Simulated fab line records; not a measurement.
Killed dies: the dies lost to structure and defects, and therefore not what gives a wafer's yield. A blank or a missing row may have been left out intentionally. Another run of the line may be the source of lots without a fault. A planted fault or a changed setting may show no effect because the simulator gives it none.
What tool caused it? | flow sky130 | 11 lots, 31 wafers sampled, at 4 steps of a route of 708

== WHAT EACH GAUGE READ, for each wafer ==
SKY_SD_N_RS_MEAS_16: a four-point-probe measurement.
lot  | measured     | on           | SD_N_RS (ohm/sq)
L703 | day 27 18:55 | filmMetro-01 | 68.65 68.45 68.62
L705 | day 28 11:38 | filmMetro-04 | 68.62 68.68 68.49
L706 | day 29 00:10 | filmMetro-01 | 68.48 68.56 68.64
L710 | day 30 12:25 | filmMetro-01 | 68.61 68.57 68.47
L711 | day 31 08:23 | filmMetro-01 | 68.62 68.59 68.50
L712 | day 31 02:10 | filmMetro-04 | 68.68 68.76 68.59
L714 | day 32 06:58 | filmMetro-04 | 68.57 68.51 68.60
L715 | day 32 02:41 | filmMetro-03 | 68.71 68.52 68.65
L722 | day 34 11:46 | filmMetro-01 | 70.08 70.26
L724 | day 35 06:22 | filmMetro-01 | 70.18 70.14
L725 | day 35 23:48 | filmMetro-04 | 68.45 68.44 68.59

== WHICH TOOL RAN EACH LOT (tool, then ch and the chambers of the sampled wafers, then the start) ==
lot  | SKY_FIELD_ISO_ETCH_17          | SKY_SD_N_IMPLANT_09             | SKY_SD_N_STRIP_11
L703 | rieSi-02 ch 2,3, day 2 05:17   | implanter-01 ch 0, day 27 18:14 | plasmaAsher-04 ch 0,1, day 27 18:32
L705 | rieSi-02 ch 0,1,2, day 2 15:53 | implanter-01 ch 0, day 28 10:58 | plasmaAsher-03 ch 0,1, day 28 11:14
L706 | rieSi-01 ch 0,3, day 2 21:23   | implanter-01 ch 0, day 28 23:29 | plasmaAsher-03 ch 1, day 28 23:46
L710 | rieSi-01 ch 0,1,2, day 3 16:42 | implanter-02 ch 0, day 30 11:44 | plasmaAsher-03 ch 0,1, day 30 12:02
L711 | rieSi-01 ch 1,2,3, day 4 00:50 | implanter-02 ch 0, day 31 07:42 | plasmaAsher-01 ch 0,1, day 31 07:59
L712 | rieSi-02 ch 0,3, day 4 06:44   | implanter-03 ch 0, day 31 01:26 | plasmaAsher-04 ch 0,1, day 31 01:44
L714 | rieSi-02 ch 0,1,3, day 4 17:39 | implanter-01 ch 0, day 32 06:17 | plasmaAsher-03 ch 1, day 32 06:35
L715 | rieSi-01 ch 1,3, day 4 22:05   | implanter-02 ch 0, day 32 01:56 | plasmaAsher-03 ch 0,1, day 32 02:14
L722 | rieSi-02 ch 0,1, day 6 11:03   | implanter-01 ch 0, day 34 11:05 | plasmaAsher-01 ch 0,1, day 34 11:23
L724 | rieSi-02 ch 1,3, day 6 19:14   | implanter-01 ch 0, day 35 05:41 | plasmaAsher-01 ch 0, day 35 05:59
L725 | rieSi-02 ch 0,3, day 6 23:54   | implanter-03 ch 0, day 35 23:07 | plasmaAsher-01 ch 1, day 35 23:25
- SKY_FIELD_ISO_ETCH_17: etches Si in HBr/Cl2/O2, target depth 342 nm, time 97.7 s.
- SKY_SD_N_IMPLANT_09
- SKY_SD_N_STRIP_11: strips in O2/N2.

== THE ANSWER, worked out from the rows above alone ==
Rule: what is usual is taken from the lots themselves. The widest of any qualifying gaps counts: lots, ordered by their means at a reading, are off when they make up no more than a third of the lots, leave a main group of 4 or more, and stand apart from it by 3 or more times the standard deviation of that group's means. A main group whose means are all the same, to the digits that the tables above print for the reading, isn't used. A lot without any number at a reading at which 4 lots or more have one is off too. Any other lot the step has rows for is counted as sound.
Off: L722, L724, at SKY_SD_N_RS_MEAS_16 (SD_N_RS). For the main group the mean is 68.58 ohm/sq and the standard deviation 0.048.
A tool fits if, at a process step before that reading, it ran every lot that is off, and no sound lot after the first of them. The gauges at SKY_SD_N_RS_MEAS_16 are tried like those tools. This does not decide it: 2 tools fit, namely implanter-01 at SKY_SD_N_IMPLANT_09 and filmMetro-01 at SKY_SD_N_RS_MEAS_16.

== WHAT THE SIMULATOR HAD INSERTED ==
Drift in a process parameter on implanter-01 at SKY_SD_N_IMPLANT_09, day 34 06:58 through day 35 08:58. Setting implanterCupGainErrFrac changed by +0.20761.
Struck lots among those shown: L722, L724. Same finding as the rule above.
